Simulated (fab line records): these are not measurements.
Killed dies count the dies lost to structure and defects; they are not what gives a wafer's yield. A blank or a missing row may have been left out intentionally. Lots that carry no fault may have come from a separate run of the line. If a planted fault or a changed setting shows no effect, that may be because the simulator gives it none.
fab line records	flow sky130
record: lots: 6	wafers: 18	last-day: 50
route steps=708 shown METAL5@671 PASSIVATION@681 PAD_OPEN@708
lots untouched by any fault: they come from a run of this same line in which no faults occurred
start-h: hours from the record's first day to the start of the lot's first wafer shown	wait-h: hours elapsed since this lot's preceding step	" the same as in the row above	L1.1+2: a row that stands for several wafers	- either no value or no given start	* or withheld: withheld	< > ~ a bound
route shown NAME@n: names a module that has steps shown in the file, with the first one's number in the route	usual: mean/standard deviation taken from wafers without a fault	same: alike in all rows	chamber/n: place in a boat	sites: each site's reading	_std_site: standard deviation of those values	_edge_site: inner sites' mean taken away from outer sites' mean	radius-mm: how far each site lies from the wafer's centre	mask NAME#n: copy n	behind: the last tool/chamber to shape the wafer	hold: why the lot went on hold/how many hours it stayed there/how the hold came to an end	device: the transistor (n, p or np) that didn't switch	end of line: the tests these same wafers got at the end of their route	for a step that has no rows: nothing shown but its recipe	killed: not the wafer's yield, but the dies lost to structure and defects at the first sort	map: shows each die of a wafer: x if killed, . if not, _ if none is there
set.NAME: the setting that was run; set.NAME@STEP: the one run at that earlier step	model.NAME: the simulator's own value behind a step, which no gauge read
lots seen at some steps along the route; tables by step, rows by wafer
services: a tool's chamber out of use, with start hour (start-h, from the record's first day; less than 0 if before it), hours out, and reason
== steps ==
step: SKY_METAL5_SOFTBAKE_10
recipe: temp-c: 90	time-s: 60	resist: NOVOLAK
step: SKY_METAL5_EXPOSE_11
recipe: mask-id: MM5	na: 0.6	source-shape: conventional	sigma-outer: 0.6	polarization: unpolarized	target-cd-nm: 1600	dose-mj: 190
step: SKY_METAL5_PEB_12
recipe: temp-c: withheld	time-s: *	resist: NOVOLAK
step: SKY_METAL5_DEVELOP_13
recipe: resist: NOVOLAK	developer: TMAH	develop-time-s: 60	dev-temp-c: 23
step: SKY_METAL5_DESCUM_14
recipe: chemistry: O2	source-power-w: 150	bias-power-w: 0	pressure-mtorr: 10	temp-c: 40	time-s: 11
usual: drypump-motor-current-A: 5.8/0.54	oes-product-au: 0.992/0.0068
lot.wafer	tool	chamber	start-h	wait-h	drypump-motor-current-A	oes-product-au	rf-hours-counter-h
L731.2	rie-metal-04	1	1054.56	0.1	6.1	0.986	17
L731.4	"	1	"	"	6.1	0.988	-
L731.6	"	1	"	"	6.1	0.991	-
L737.1	rie-metal-03	0	1093.24	0.1	5.7	0.999	5
L737.3	"	0	"	"	5.7	0.987	-
L737.6	"	1	"	"	5.0	0.993	-
L742.1	rie-metal-04	1	1127.64	0.1	6.1	0.988	22
L742.2	"	0	"	"	6.1	1.012	26
L742.6	"	1	"	"	6.1	0.986	-
L744.1	rie-metal-03	1	1137.56	0.1	5.1	0.987	21
L744.3	"	1	"	"	5.1	0.983	-
L744.6	"	0	"	"	5.7	1.001	-
L746.3	rie-metal-03	0	1154.00	0.1	5.7	0.996	-
L746.4	"	1	"	"	5.1	0.987	-
L746.6	"	0	"	"	5.6	0.992	-
L750.1	rie-metal-04	1	1161.24	0.1	6.1	0.991	26
L750.4	"	1	"	"	6.1	0.994	-
L750.6	"	0	"	"	6.1	1.003	-
step: SKY_METAL5_METAL_ETCH_15
recipe: target-depth-a: 12600	stop-on: SiO2	over-etch-frac: 0.2	time-s: 252	chemistry: Cl2/BCl3	resist-sidewall-deg: 86	pressure-mtorr: 10	icp-w: 900	bias-w: 48.5	Cl2_flow_sccm: 60	bcl3-flow-sccm: 30
usual: drypump-motor-current-A: 5.8/0.53	oes-product-au: 0.895/0.0051	throttle-valve-pct: 22.263/0.0082
lot.wafer	tool	chamber	start-h	wait-h	drypump-motor-current-A	oes-product-au	rf-hours-counter-h	throttle-valve-pct
L731.2	rie-metal-04	1	1054.60	0.0	6.1	0.890	17	22.265
L731.4	"	1	"	"	6.1	0.894	-	22.262
L731.6	"	1	"	"	6.1	0.889	-	22.286
L737.1	rie-metal-03	0	1093.27	0.0	5.7	0.884	5	22.251
L737.3	"	0	"	"	5.7	0.898	-	22.253
L737.6	"	1	"	"	5.0	0.895	-	22.269
L742.1	rie-metal-04	1	1127.68	0.0	6.1	0.898	22	22.271
L742.2	"	0	"	"	6.1	0.892	26	22.260
L742.6	"	1	"	"	6.1	0.895	-	22.266
L744.1	rie-metal-03	1	1137.60	0.0	5.0	0.900	21	22.253
L744.3	"	1	"	"	5.0	0.893	-	22.243
L744.6	"	0	"	"	5.7	0.891	-	22.261
L746.3	rie-metal-03	0	1154.10	0.1	5.6	0.895	-	22.285
L746.4	"	1	"	"	5.1	0.891	-	22.283
L746.6	"	0	"	"	5.6	0.889	-	22.259
L750.1	rie-metal-04	1	1161.27	0.0	6.1	0.896	26	22.270
L750.4	"	1	"	"	6.1	0.887	-	22.269
L750.6	"	0	"	"	6.1	0.894	-	22.265
step: SKY_METAL5_STRIP_16
recipe: chemistry: O2/N2	power-w: 1400	pressure-mtorr: 1500	platen-temp-c: withheld	o2-flow-sccm: 3000	n2-flow-sccm: 300	overash-fraction: 0.5
usual: drypump-motor-current-A: 6.0/0.4	oes-product-au: 0.710/0.005	strip-time-to-endpoint-s: 13.19/0.082
lot.wafer	tool	chamber	start-h	wait-h	drypump-motor-current-A	oes-product-au	rf-hours-counter-h	strip-time-to-endpoint-s
L731.2	plasma-asher-01	1	1054.83	0.2	6.5	0.713	92	13.11
L731.4	"	1	"	"	6.5	0.716	-	13.14
L731.6	"	0	"	"	6.2	0.705	-	13.19
L737.1	plasma-asher-01	0	1093.51	0.2	6.3	0.709	96	13.12
L737.3	"	1	"	"	6.5	0.710	-	13.12
L737.6	"	0	"	"	6.3	0.713	-	13.18
L742.1	plasma-asher-01	1	1128.00	0.2	6.5	0.702	99	13.03
L742.2	"	0	"	"	6.3	0.707	99	12.90
L742.6	"	1	"	"	6.5	0.709	-	13.16
L744.1	plasma-asher-01	1	1137.83	0.2	6.5	0.712	100	13.22
L744.3	"	1	"	"	6.5	0.712	-	13.20
L744.6	"	1	"	"	6.5	0.713	-	13.06
L746.3	plasma-asher-02	0	1154.29	0.1	5.6	0.711	-	13.22
L746.4	"	1	"	"	6.0	0.716	-	13.33
L746.6	"	0	"	"	5.6	0.699	-	13.21
L750.1	plasma-asher-01	1	1161.51	0.2	6.5	0.708	102	13.17
L750.4	"	1	"	"	6.5	0.712	-	13.11
L750.6	"	1	"	"	6.5	0.703	-	13.15
step: SKY_METAL5_STRIP_17
recipe: chemistry: post-etch-residue-remover	time-s: 1200	temp-c: 72.5
step: SKY_METAL5_CLEAN_18
recipe: chemistry: IPA	time-s: 180	temp-c: 25
step: SKY_METAL5_CLEAN_19
recipe: chemistry: O3/DIW	dry: n2-spin
step: SKY_PASSIVATION_CVD_00
recipe: material: SiO2	target-thk-nm: 90	temp-c: 400	time-s: withheld	rf-w: 600
usual: heater-power-w: 688/75
lot.wafer	tool	chamber	start-h	wait-h	heater-power-w
L731.2	pecvd-04	2	1055.49	0.0	791
L731.4	"	0	"	"	650
L731.6	"	2	"	"	780
L737.1	pecvd-03	0	1094.12	0.0	613
L737.3	"	2	"	"	578
L737.6	"	2	"	"	582
L742.1	pecvd-03	2	1128.59	0.0	629
L742.2	"	1	"	"	709
L742.6	"	2	"	"	638
L744.1	pecvd-03	2	1138.43	0.0	581
L744.3	"	0	"	"	611
L744.6	"	1	"	"	674
L746.3	pecvd-01	0	1154.88	0.0	655
L746.4	"	2	"	"	581
L746.6	"	1	"	"	901
L750.1	pecvd-04	1	1162.34	0.0	657
L750.4	"	0	"	"	618
L750.6	"	1	"	"	675
step: SKY_PASSIVATION_THK_MEAS_01
recipe: reads: SiO2_of_PASSIVATION_CVD_00
usual: PASSIVATION_CVD_00_THK: 90.1/1.2
lot.wafer	tool	chamber	start-h	wait-h	PASSIVATION_CVD_00_THK[nm]
L731.2	film-metro-04	-	1055.52	-	88.5
L731.4	"	-	"	"	88.5
L731.6	"	-	"	"	89.5
L737.1	film-metro-01	-	1094.14	-	91.3
L737.3	"	-	"	"	90.1
L737.6	"	-	"	"	90.9
L742.1	film-metro-01	-	1128.61	-	88.8
L742.2	"	-	"	"	88.9
L742.6	"	-	"	"	90.0
L744.1	film-metro-04	-	1138.46	-	90.3
L744.3	"	-	"	"	90.7
L744.6	"	-	"	"	92.4
L746.3	film-metro-02	-	1154.92	-	89.4
L746.4	"	-	"	"	91.3
L746.6	"	-	"	"	91.6
L750.1	film-metro-02	-	1162.36	-	89.9
L750.4	"	-	"	"	89.7
L750.6	"	-	"	"	90.4
step: SKY_PASSIVATION_CVD_02
recipe: material: Si3N4	target-thk-nm: 540	temp-c: 400	time-s: withheld	rf-w: 450
usual: heater-power-w: 737/94
lot.wafer	tool	chamber	start-h	wait-h	heater-power-w	model.Si3N4_of_PASSIVATION_CVD_02.thk-nm
L731.2	pecvd-01	1	1055.57	0.0	856	539.2
L731.4	"	0	"	"	717	539.2
L731.6	"	2	"	"	666	539.5
L737.1	pecvd-04	2	1094.20	0.1	752	530.6
L737.3	"	1	"	"	730	529.7
L737.6	"	0	"	"	697	550.5
L742.1	pecvd-01	0	1128.67	0.1	717	540.6
L742.2	"	1	"	"	903	801.8
L742.6	"	0	"	"	765	542.4
L744.1	pecvd-01	2	1138.52	0.1	569	537.2
L744.3	"	0	"	"	742	533.7
L744.6	"	1	"	"	834	809.6
L746.3	pecvd-03	2	1154.96	0.0	726	530.1
L746.4	"	2	"	"	570	542.1
L746.6	"	1	"	"	700	540.1
L750.1	pecvd-03	2	1162.42	0.1	604	529.9
L750.4	"	2	"	"	653	537.6
L750.6	"	0	"	"	737	536.4
step: SKY_PASSIVATION_THK_MEAS_03
recipe: reads: Si3N4_of_PASSIVATION_CVD_02
usual: PASSIVATION_CVD_02_THK: 539/7.1
lot.wafer	tool	chamber	start-h	wait-h	PASSIVATION_CVD_02_THK[nm]
L731.2	film-metro-01	-	1055.81	-	539
L731.4	"	-	"	"	539
L731.6	"	-	"	"	540
L737.1	film-metro-04	-	1094.42	-	531
L737.3	"	-	"	"	530
L737.6	"	-	"	"	551
L742.1	film-metro-02	-	1128.90	-	541
L742.2	"	-	"	"	802
L742.6	"	-	"	"	542
L744.1	film-metro-01	-	1138.74	-	537
L744.3	"	-	"	"	534
L744.6	"	-	"	"	810
L746.3	film-metro-04	-	1155.21	-	530
L746.4	"	-	"	"	542
L746.6	"	-	"	"	540
L750.1	film-metro-01	-	1162.65	-	530
L750.4	"	-	"	"	537
L750.6	"	-	"	"	536
step: SKY_PASSIVATION_DEHYDRATE_04
recipe: temp-c: 200	time-s: 60
step: SKY_PAD_OPEN_PROBE_99
usual: defect-limited-yield: 82.5/2	killed_at_M0_to_M3: 42/6.6	killed_at_M4_up: 3.1/1.9	killed-at-contacts: 25/5.7	killed-at-front-end: 16/5	killed-at-other: 0.2/0.38	killed-dies: 86/9.6	killed-on-rim: 16/4	killed-open: 47/7.2	killed-short: 39/6.2	sort_bin_3_pad_short: 0.9/0.44	sort_bin_5_function: 10.3/1.5	sort_bin_6_memory: 6.2/1.1	sort-n-pass: 406/9.6	sort-yield-pct: 82.5/2
same: gross-dies: 492	killed-at-back-side: 0	sort_bin_4_leakage[%]: 0	sort_bin_8_speed[%]: 0
lot.wafer	tool	chamber	start-h	wait-h	defect-limited-yield[%]	killed_at_M0_to_M3	killed_at_M4_up	killed-at-contacts	killed-at-front-end	killed-at-other	killed-dies	killed-on-rim	killed-open	killed-short	sort_bin_3_pad_short[%]	sort_bin_5_function[%]	sort_bin_6_memory[%]	sort-n-pass	sort-yield-pct[%]
L731.2	prober-01	-	1099.98	0.1	84.6	52	1	17	6	0	76	14	37	39	1.0	9.3	5.1	416	84.6
L731.4	prober-01	-	1100.08	0.2	86.0	35	2	27	5	0	69	6	42	27	0.6	8.3	5.1	423	86.0
L731.6	prober-01	-	1100.18	0.2	84.3	43	2	25	7	0	77	16	34	43	1.0	8.5	6.1	415	84.3
L737.1	prober-01	-	1136.79	0.1	79.9	42	4	28	25	0	99	12	62	37	1.0	11.4	7.7	393	79.9
L737.3	prober-01	-	1136.89	0.2	83.1	42	0	26	15	0	83	16	45	38	1.4	9.3	6.1	409	83.1
L737.6	prober-01	-	1137.04	0.2	82.3	47	1	27	12	0	87	13	49	38	1.0	11.4	5.3	405	82.3
L742.1	prober-02	-	1166.54	0.1	84.8	45	3	19	8	0	75	10	48	27	0.4	8.9	5.9	417	84.8
L742.2	prober-02	-	1166.59	0.1	0	40	10	25	11	406	492	96	42	44	0.6	94.7	4.7	0	0
L742.6	prober-02	-	1166.79	0.2	81.7	40	0	30	20	0	90	17	51	39	0.2	11.0	7.1	402	81.7
L744.1	prober-02	-	1177.05	0.1	84.8	32	1	21	21	0	75	16	41	34	0.8	8.9	5.5	417	84.8
L744.3	prober-02	-	1177.15	0.2	81.3	35	4	36	17	0	92	26	61	31	0.8	10.2	7.7	400	81.3
L744.6	prober-02	-	1177.30	0.2	0	48	6	27	18	393	492	96	60	39	1.2	92.7	6.1	0	0
killed by level:class
L731.2 VIA1:geometric-particle:open=10 VIA1:geometric-particle:short=9 CONTACT:geometric-particle:open=7 METAL2:geometric-particle:short=7 VIA3:geometric-particle:open=6 METAL1:geometric-particle:short=6 METAL3:geometric-particle:short=5 LI_CONTACT:geometric-particle:open=4
L731.4 VIA1:geometric-particle:open=10 CONTACT:geometric-particle:open=9 LI_CONTACT:geometric-particle:open=8 CONTACT:geometric-particle:short=6 VIA2:geometric-particle:open=6 VIA2:geometric-particle:short=5 VIA3:geometric-particle:open=5 LOCAL_INTERCONNECT:geometric-particle:short=3
L731.6 VIA1:geometric-particle:short=10 CONTACT:geometric-particle:open=8 VIA3:geometric-particle:open=7 VIA1:geometric-particle:open=7 LOCAL_INTERCONNECT:geometric-particle:short=6 LI_CONTACT:geometric-particle:open=4 METAL1:geometric-particle:short=4 METAL3:geometric-particle:short=4
L737.1 VIA1:geometric-particle:open=12 LI_CONTACT:geometric-particle:open=11 CONTACT:geometric-particle:open=8 FIELD_ISO:geometric-particle:open=7 VIA2:geometric-particle:open=7 METAL2:geometric-particle:short=5 VIA3:geometric-particle:open=5 POLY_GATE:geometric-particle:open=4
L737.3 VIA1:geometric-particle:open=12 CONTACT:geometric-particle:open=10 METAL1:geometric-particle:short=8 LI_CONTACT:geometric-particle:open=7 FIELD_ISO:geometric-particle:short=6 CONTACT:geometric-particle:short=6 VIA2:geometric-particle:open=6 METAL2:geometric-particle:short=6
L737.6 VIA1:geometric-particle:open=17 CONTACT:geometric-particle:short=7 LI_CONTACT:geometric-particle:open=7 VIA3:geometric-particle:open=7 FIELD_ISO:geometric-particle:open=5 METAL2:geometric-particle:short=5 LI_CONTACT:geometric-particle:short=5 VIA1:geometric-particle:short=5
L742.1 VIA1:geometric-particle:open=11 VIA2:geometric-particle:open=7 LI_CONTACT:geometric-particle:open=6 CONTACT:geometric-particle:open=5 METAL2:geometric-particle:short=5 LOCAL_INTERCONNECT:geometric-particle:short=4 VIA1:geometric-particle:short=4 METAL3:geometric-particle:short=4
L742.2 PASSIVATION:area-etch=406 CONTACT:geometric-particle:open=10 VIA1:geometric-particle:open=8 VIA2:geometric-particle:short=6 LI_CONTACT:geometric-particle:open=6 CONTACT:geometric-particle:short=6 METAL2:geometric-particle:short=6 VIA2:geometric-particle:open=6
L742.6 VIA1:geometric-particle:open=12 LI_CONTACT:geometric-particle:open=8 CONTACT:geometric-particle:open=7 POLY_GATE:geometric-particle:short=6 VIA3:geometric-particle:open=6 LOCAL_INTERCONNECT:geometric-particle:short=6 METAL2:geometric-particle:short=6 CONTACT:geometric-particle:short=5
L744.1 VIA1:geometric-particle:open=8 VIA3:geometric-particle:open=8 FIELD_ISO:geometric-particle:short=7 LI_CONTACT:geometric-particle:open=7 LOCAL_INTERCONNECT:geometric-particle:short=6 POLY_GATE:geometric-particle:short=5 FIELD_ISO:geometric-particle:open=4 SPACER:geometric-particle:open=4
L744.3 CONTACT:geometric-particle:open=16 LI_CONTACT:geometric-particle:open=12 METAL1:geometric-particle:short=10 VIA1:geometric-particle:open=9 LOCAL_INTERCONNECT:geometric-particle:short=6 VIA2:geometric-particle:open=5 FIELD_ISO:geometric-particle:open=4 VIA3:geometric-particle:open=4
L744.6 PASSIVATION:area-etch=391 VIA1:geometric-particle:open=11 CONTACT:geometric-particle:open=9 VIA3:geometric-particle:open=8 LI_CONTACT:geometric-particle:open=7 CONTACT:geometric-particle:short=7 FIELD_ISO:geometric-particle:open=6 METAL1:geometric-particle:short=6
map L742.2 (x killed, . not)
__________xxxxxxxxxx_________
________xxxxxxxxxxxxxx_______
______xxxxxxxxxxxxxxxxxx_____
_____xxxxxxxxxxxxxxxxxxxx____
____xxxxxxxxxxxxxxxxxxxxxx___
___xxxxxxxxxxxxxxxxxxxxxxxx__
__xxxxxxxxxxxxxxxxxxxxxxxxxx_
_xxxxxxxxxxxxxxxxxxxxxxxxxxxx
_xxxxxxxxxxxxxxxxxxxxxxxxxxxx
_xxxxxxxxxxxxxxxxxxxxxxxxxxxx
_xxxxxxxxxxxxxxxxxxxxxxxxxxxx
_xxxxxxxxxxxxxxxxxxxxxxxxxxxx
_xxxxxxxxxxxxxxxxxxxxxxxxxxxx
_xxxxxxxxxxxxxxxxxxxxxxxxxxxx
_xxxxxxxxxxxxxxxxxxxxxxxxxxxx
__xxxxxxxxxxxxxxxxxxxxxxxxxx_
___xxxxxxxxxxxxxxxxxxxxxxxx__
____xxxxxxxxxxxxxxxxxxxxxx___
_____xxxxxxxxxxxxxxxxxxxx____
______xxxxxxxxxxxxxxxxxx_____
________xxxxxxxxxxxxxx_______
__________xxxxxxxxxx_________
map L744.6 (x killed, . not)
__________xxxxxxxxxx_________
________xxxxxxxxxxxxxx_______
______xxxxxxxxxxxxxxxxxx_____
_____xxxxxxxxxxxxxxxxxxxx____
____xxxxxxxxxxxxxxxxxxxxxx___
___xxxxxxxxxxxxxxxxxxxxxxxx__
__xxxxxxxxxxxxxxxxxxxxxxxxxx_
_xxxxxxxxxxxxxxxxxxxxxxxxxxxx
_xxxxxxxxxxxxxxxxxxxxxxxxxxxx
_xxxxxxxxxxxxxxxxxxxxxxxxxxxx
_xxxxxxxxxxxxxxxxxxxxxxxxxxxx
_xxxxxxxxxxxxxxxxxxxxxxxxxxxx
_xxxxxxxxxxxxxxxxxxxxxxxxxxxx
_xxxxxxxxxxxxxxxxxxxxxxxxxxxx
_xxxxxxxxxxxxxxxxxxxxxxxxxxxx
__xxxxxxxxxxxxxxxxxxxxxxxxxx_
___xxxxxxxxxxxxxxxxxxxxxxxx__
____xxxxxxxxxxxxxxxxxxxxxx___
_____xxxxxxxxxxxxxxxxxxxx____
______xxxxxxxxxxxxxxxxxx_____
________xxxxxxxxxxxxxx_______
__________xxxxxxxxxx_________
== services ==
tool	chamber	start-h	hours	kind
plasma-asher-01	-	1031.54	0.4	repair
pecvd-04	2	1050.01	2.1	scheduled-down
plasma-asher-01	-	1055.88	2.8	pm
pecvd-01	-	1097.67	1.0	repair
plasma-asher-02	-	1127.52	0.7	repair
rie-metal-04	0	1128.63	-	clean
rie-metal-04	0	1128.63	-	consumable-replace:focus-ring
rie-metal-04	0	1128.63	11.4	scheduled-down
rie-metal-04	0	1128.63	11.4	vent-cycle
pecvd-04	-	1131.04	2.6	repair
rie-metal-03	-	1154.75	0.5	repair
pecvd-04	-	1159.42	2.8	pm
== key ==
first-sign: step: SKY_PASSIVATION_THK_MEAS_03	reading: PASSIVATION_CVD_02_THK	direction: up	sigmas: 38	usual: 539	struck: 806
effect: step: SKY_PAD_OPEN_PROBE_99	reading: killed-at-other	direction: up	sigmas: 99+	usual: 0.2	struck: 399.5
model-effect: step: SKY_PASSIVATION_CVD_02	value: Si3N4_of_PASSIVATION_CVD_02.thk-nm	without: 535.5	struck: 805.7
more-kills-born-at: SKY_PASSIVATION_ETCH_11@rie-diel-02: 406	SKY_PASSIVATION_ETCH_11@rie-diel-01: 391
met-at SKY_PASSIVATION_CVD_02
struck-wafers L742.2,L744.6
later-rows-left-out L742.2,L744.6
onset-between 1055.57 1128.67
fault: kind: process-parameter-drift	tool: pecvd-01	chamber: 1	onset-h: 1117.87	steps: SKY_PASSIVATION_CVD_02	channel: time-s	offset: withheld	shape: step	end-h: 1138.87	acts-in: *
later-rows-left-out: the simulator's readings of these wafers behind a module that went badly wrong aren't trusted and aren't shown, but for the sort
